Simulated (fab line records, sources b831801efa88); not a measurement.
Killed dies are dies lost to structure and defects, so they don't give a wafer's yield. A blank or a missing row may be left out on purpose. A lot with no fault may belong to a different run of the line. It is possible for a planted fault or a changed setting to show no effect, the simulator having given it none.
A sampling plan put to the test / flow gf180mcu / each of the 4 faults these records tell of, on one fab line, judged from the records of the lots it struck
The plan consists of the line's own looks: route steps at which the wafer is read by a gauge or an inspection but not changed. Where struck wafers have a number at a look and the file lists that look's usual mean and standard deviation on fault-free wafers, the look can be judged. Caught: a look later than the fault's first step finds the struck wafers' mean 4 or more of those standard deviations (sigma) from the usual mean. On the tool: the same test on the tool's own readings at the fault's steps. Also counted as caught: the struck wafers showing another recipe, or a record that is empty for them alone.

THE FAULTS, as the simulator had put them in
1. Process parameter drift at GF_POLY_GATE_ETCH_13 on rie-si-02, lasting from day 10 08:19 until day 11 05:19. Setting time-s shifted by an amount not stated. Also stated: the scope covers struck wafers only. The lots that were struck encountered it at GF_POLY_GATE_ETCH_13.
2. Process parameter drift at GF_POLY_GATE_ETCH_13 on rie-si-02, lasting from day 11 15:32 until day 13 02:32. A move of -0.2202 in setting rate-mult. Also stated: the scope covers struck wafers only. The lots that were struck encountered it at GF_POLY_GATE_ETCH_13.
3. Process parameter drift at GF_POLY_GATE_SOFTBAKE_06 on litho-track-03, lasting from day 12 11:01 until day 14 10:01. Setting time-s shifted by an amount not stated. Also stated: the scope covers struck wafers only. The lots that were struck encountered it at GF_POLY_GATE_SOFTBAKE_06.
4. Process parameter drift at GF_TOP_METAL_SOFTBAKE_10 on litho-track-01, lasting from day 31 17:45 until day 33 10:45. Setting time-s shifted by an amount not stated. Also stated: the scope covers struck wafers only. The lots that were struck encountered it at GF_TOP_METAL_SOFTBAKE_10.

WHAT THE PLAN SAW
fault=1; on the tool itself=run-length-s -6.0 sigma; first look that catches it=not the one look that can be judged after it; reading, sigma=-; median hours from its first step to that look=-; hours from the fault's start to the first struck lot there=-; judged looks passed uncaught=1
fault=2; on the tool itself=oes-product-au -21 sigma; first look that catches it=no look after it can be judged; reading, sigma=-; median hours from its first step to that look=-; hours from the fault's start to the first struck lot there=-; judged looks passed uncaught=0
fault=3; on the tool itself=run-length-s +17 sigma; first look that catches it=not the one look that can be judged after it; reading, sigma=-; median hours from its first step to that look=-; hours from the fault's start to the first struck lot there=-; judged looks passed uncaught=1
fault=4; on the tool itself=heater-power-total-W +93 sigma; first look that catches it=not the one look that can be judged after it; reading, sigma=-; median hours from its first step to that look=-; hours from the fault's start to the first struck lot there=-; judged looks passed uncaught=1
A dash: the fault isn't caught, or these records don't give the number.

Caught at a look: 0 of 4. Caught on the tool: 4 of 4. By one or the other: 4 of 4.
Faults caught by the tool alone: 1, 2, 3, 4.
